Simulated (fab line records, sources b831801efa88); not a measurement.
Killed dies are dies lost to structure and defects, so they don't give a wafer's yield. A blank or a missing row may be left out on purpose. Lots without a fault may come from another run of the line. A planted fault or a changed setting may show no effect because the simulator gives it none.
A struck lot beside a sound one | flow gf180mcu | 15 steps out of a route of 602
Sound: wafers L459.1, L459.2, L459.5. Struck: wafer L477.6. (L477.2, L477.4 of the same lot were not struck and are left out.) The cause comes at the end.
At each step with rows: each side's tool, then ch and its chambers, then its first start. Under that, the readings that differ: sound wafers | struck wafers | difference of the means | sigmas: that difference in standard deviations of wafers without a fault.
alike: readings whose means differ by less than 2 such deviations, and words and numbers that are the same on both sides. not compared: withheld readings, readings that some wafer has no value for, bounds like >300 that may hide the same value, and numbers for which the record gives no deviation and whose values overlap.
The two part at a step that has a row with sigmas, a row that says differs or no value, or rows on one side only. Numbers that don't overlap but have no deviation are shown without sigmas and don't part them. A reading that every wafer of one side lacks parts them only if that side has two wafers or more.

first, 3 steps without rows for these wafers: GF_V4_STRIP_18 (strips in O2/N2); GF_V4_STRIP_19 (strips in post etch residue remover, time 1200 s); GF_V4_CLEAN_20 (cleans in DIW).
GF_V4_SPUTTER_21: material Ti, target thk 15 nm, time 80.02 s.
  sound on pvd_sputter-04, day 25 00:37; struck on pvd_sputter-03, day 30 15:40
  reading                  | sound             | struck | difference | sigmas
  chamber_pressure_pa (Pa) | 4.995 5.018 5.005 | 4.980  | -0.026     | -3
  alike: cathode_dc_power_W, throttle_valve_pct
GF_V4_SPUTTER_22: material TiN, target thk 10 nm, time 40 s.
  sound on pvd_sputter-04, day 25 00:41; struck on pvd_sputter-03, day 30 15:44
  alike: cathode_dc_power_W, chamber_pressure_pa, throttle_valve_pct
then, 1 step without rows for these wafers: GF_V4_CVD_23 (deposits W, target thk 350 nm, time 104.9 s).
GF_V4_RS_MEAS_24: measures by four-point-probe.
  sound on film_metro-02, day 25 00:50; struck on film_metro-02, day 30 15:55
  alike: V4_W_RS
GF_V4_THK_MEAS_25: measures by xrf.
  sound on film_metro-02, day 25 00:57; struck on film_metro-02, day 30 16:01
  alike: V4_W_THK
GF_V4_CMP_26: polishes, stops on SiO2, t overpolish 15 s, target thk 0 nm.
  sound on cmp-01 ch 0,1,2, day 25 01:01; struck on cmp-02 ch 3, day 30 16:10
  alike: motor_current_A, overpolish_run_s, time_to_endpoint_s
then, 1 step without rows for these wafers: GF_MIM_SPUTTER_00 (material Ti, target thk 37.5 nm, time 150 s).
GF_MIM_SPUTTER_01: material TiN, target thk 30 nm, time 25 s.
  sound on pvd_sputter-02, day 25 01:25; struck on pvd_sputter-01, day 30 16:28
  reading                  | sound                | struck | difference | sigmas
  chamber_pressure_pa (Pa) | 0.4005 0.3997 0.3986 | 0.4016 | +0.0020    | +2
  alike: cathode_dc_power_W, throttle_valve_pct
GF_MIM_SPUTTER_02: material AlCu, target thk 450 nm, time 23.9 s.
  sound on pvd_sputter-02, day 25 01:26; struck on pvd_sputter-01, day 30 16:30
  alike: cathode_dc_power_W, chamber_pressure_pa, throttle_valve_pct
GF_MIM_SPUTTER_03: material Ti, target thk 10 nm, time 6.7 s.
  sound on pvd_sputter-02, day 25 01:28; struck on pvd_sputter-01, day 30 16:32
  reading                  | sound                | struck | difference | sigmas
  chamber_pressure_pa (Pa) | 0.2995 0.2993 0.2995 | 0.3477 | +0.0483    | +78
  throttle_valve_pct (%)   | 28.4 30.8 30.7       | 27.3   | -2.7       | -2
  alike: cathode_dc_power_W
then, 1 step without rows for these wafers: GF_MIM_SPUTTER_04 (material TiN, target thk 50 nm, time 41.7 s).
GF_PASSIVATION_PROBE_99:
  the record has rows for the sound wafers here (prober-01, day 29 13:41) and none for the struck ones

WHERE THEY PART
First at GF_V4_SPUTTER_21; last, within this record, at GF_PASSIVATION_PROBE_99.

WHY: what the simulator had put in
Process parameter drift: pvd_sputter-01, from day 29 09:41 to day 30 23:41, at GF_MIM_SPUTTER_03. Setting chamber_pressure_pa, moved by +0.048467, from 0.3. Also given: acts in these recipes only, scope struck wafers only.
